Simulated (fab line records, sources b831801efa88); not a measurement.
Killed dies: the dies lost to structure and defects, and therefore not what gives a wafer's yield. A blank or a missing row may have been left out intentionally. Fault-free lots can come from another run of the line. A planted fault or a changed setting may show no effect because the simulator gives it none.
The tool behind it: which one? | flow sky130 | Sampling: 13 lots, 39 wafers, 4 of 708 route steps

== WHAT THE GAUGES SHOWED, per wafer ==
SKY_LOCAL_INTERCONNECT_CD_MEAS_11 targets a cd of 170 nm.
lot  | measured     | on        | cd nm (nm)
L293 | day 31 11:25 | cd sem-01 | 167.5 169.5 166.9
L294 | day 31 15:23 | cd sem-02 | 170.6 168.8 170.1
L300 | day 33 15:17 | cd sem-02 | 170.3 169.7 169.6
L301 | day 33 16:55 | cd sem-01 | 170.3 170.5 170.2
L307 | day 35 19:35 | cd sem-02 | 171.2 172.0 173.1
L308 | day 36 03:32 | cd sem-01 | 168.5 168.6 168.3
L310 | day 36 21:43 | cd sem-01 | 168.8 168.7 170.3
L311 | day 37 18:37 | cd sem-01 | 169.7 171.8 169.1
L314 | day 37 21:40 | cd sem-02 | 167.5 167.9 166.6
L313 | day 37 23:14 | cd sem-02 | 169.3 169.8 168.4
L312 | day 38 00:10 | cd sem-02 | 173.2 170.7 172.2
L315 | day 38 04:18 | cd sem-01 | 171.6 171.1 170.8
L316 | day 38 12:10 | cd sem-01 | 169.5 169.0 168.6

SKY_CONTACT_OVL_MEAS_15.
lot  | measured     | on         | CONTACT_OVL (nm)
L293 | day 32 17:32 | overlay-01 | -2 -3 -2
L294 | day 32 20:56 | overlay-01 | -4 -8 -9
L300 | day 34 19:01 | overlay-02 | -2 -6 2
L301 | day 34 21:02 | overlay-02 | -4 1 6
L307 | day 36 23:31 | overlay-01 | -5 -1 4
L308 | day 37 07:11 | overlay-02 | -8 -8 -10
L310 | day 38 01:47 | overlay-01 | -2 -4 -7
L311 | day 38 21:35 | overlay-02 | -6 -7 -2
L314 | day 39 01:17 | overlay-01 | 7 3 1
L313 | day 39 02:55 | overlay-01 | -11 -2 -6
L312 | day 39 03:38 | overlay-02 | -2 -5 0
L315 | day 39 07:52 | overlay-01 | 3 2 9
L316 | day 39 15:38 | overlay-02 | 1 -7 -4

SKY_METAL1_THK_MEAS_06: measures by xrf.
lot  | measured     | on            | METAL1_ALCU_THK (nm)
L293 | day 32 19:13 | film metro-04 | 255 255 253
L294 | day 32 22:37 | film metro-03 | 247 248 249
L300 | day 34 20:42 | film metro-04 | 253 258 253
L301 | day 34 22:45 | film metro-03 | 251 257 254
L307 | day 37 01:11 | film metro-04 | 261 261 261
L308 | day 37 08:52 | film metro-03 | 253 251 252
L310 | day 38 03:28 | film metro-01 | 247 252 249
L311 | day 38 23:18 | film metro-01 | 246 246 247
L314 | day 39 03:16 | film metro-04 | 253 255 253
L313 | day 39 04:38 | film metro-04 | 256 254 257
L312 | day 39 05:22 | film metro-04 | 251 255 254
L315 | day 39 09:33 | film metro-03 | 254 254 255
L316 | day 39 17:19 | film metro-01 | 252 252 252

== TOOL THAT RAN EACH LOT (tool first, then ch and the chambers of the sampled wafers, then the start) ==
lot  | SKY_METAL1_SPUTTER_00
L293 | pvd sputter-02, day 32 18:58
L294 | pvd sputter-03, day 32 22:22
L300 | pvd sputter-01, day 34 20:24
L301 | pvd sputter-01, day 34 22:29
L307 | pvd sputter-02, day 37 00:56
L308 | pvd sputter-02, day 37 08:35
L310 | pvd sputter-01, day 38 03:13
L311 | pvd sputter-01, day 38 23:02
L314 | pvd sputter-02, day 39 03:01
L313 | pvd sputter-03, day 39 04:22
L312 | pvd sputter-01, day 39 05:06
L315 | pvd sputter-02, day 39 09:16
L316 | pvd sputter-01, day 39 17:04
- SKY_METAL1_SPUTTER_00: material Ti, target thk 15 nm, time 10 s.

== AS READ BY THE TOOLS THEMSELVES (means over the sampled wafers that have a number; for cases with no such wafer, the mark the record gives instead) ==
SKY_METAL1_SPUTTER_00.
lot  | tool           | chamber pressure pa (Pa) | throttle valve pct (%)
L293 | pvd sputter-02 | 0.3999                   | 29.8
L294 | pvd sputter-03 | 0.3997                   | 29.8
L300 | pvd sputter-01 | 0.3468                   | 32.1
L301 | pvd sputter-01 | 0.3475                   | 31.4
L307 | pvd sputter-02 | 0.3998                   | 29.7
L308 | pvd sputter-02 | 0.3997                   | 29.4
L310 | pvd sputter-01 | 0.3997                   | 29.9
L311 | pvd sputter-01 | 0.3999                   | 29.6
L314 | pvd sputter-02 | 0.3997                   | 29.8
L313 | pvd sputter-03 | 0.3999                   | 29.6
L312 | pvd sputter-01 | 0.3997                   | 29.2
L315 | pvd sputter-02 | 0.4001                   | 30.1
L316 | pvd sputter-01 | 0.3997                   | 29.4

== THE ANSWER, worked out from the rows above alone ==
Rule: what is usual is taken from the lots themselves. The widest of any qualifying gaps counts: lots, ordered by their means at a reading, are off when they make up no more than a third of the lots, leave a main group of 4 or more, and stand apart from it by 3 or more times the standard deviation of that group's means. The tables above print the reading to a certain number of digits; a main group whose means all agree to those digits is not used. Also off: a lot with no number at a reading for which 4 or more lots have one. The other lots that the step has rows for count as sound. Order of review: gauges by route order, followed by the tools' own readings, for which a lot's mean as printed above is used. At the first step where some lot is off, the reading lying furthest off is the one used; lots without a number count as furthest.
Off: L300, L301 (SKY_METAL1_SPUTTER_00, chamber pressure pa). Main group: mean 0.3998 Pa, sd 0.00013.
If a tool, at that step or one of the process steps before it, ran each lot that is off and ran no sound lot following the first of them, it fits. No candidate that was tried fits.

== WHAT WAS PUT IN BY THE SIMULATOR ==
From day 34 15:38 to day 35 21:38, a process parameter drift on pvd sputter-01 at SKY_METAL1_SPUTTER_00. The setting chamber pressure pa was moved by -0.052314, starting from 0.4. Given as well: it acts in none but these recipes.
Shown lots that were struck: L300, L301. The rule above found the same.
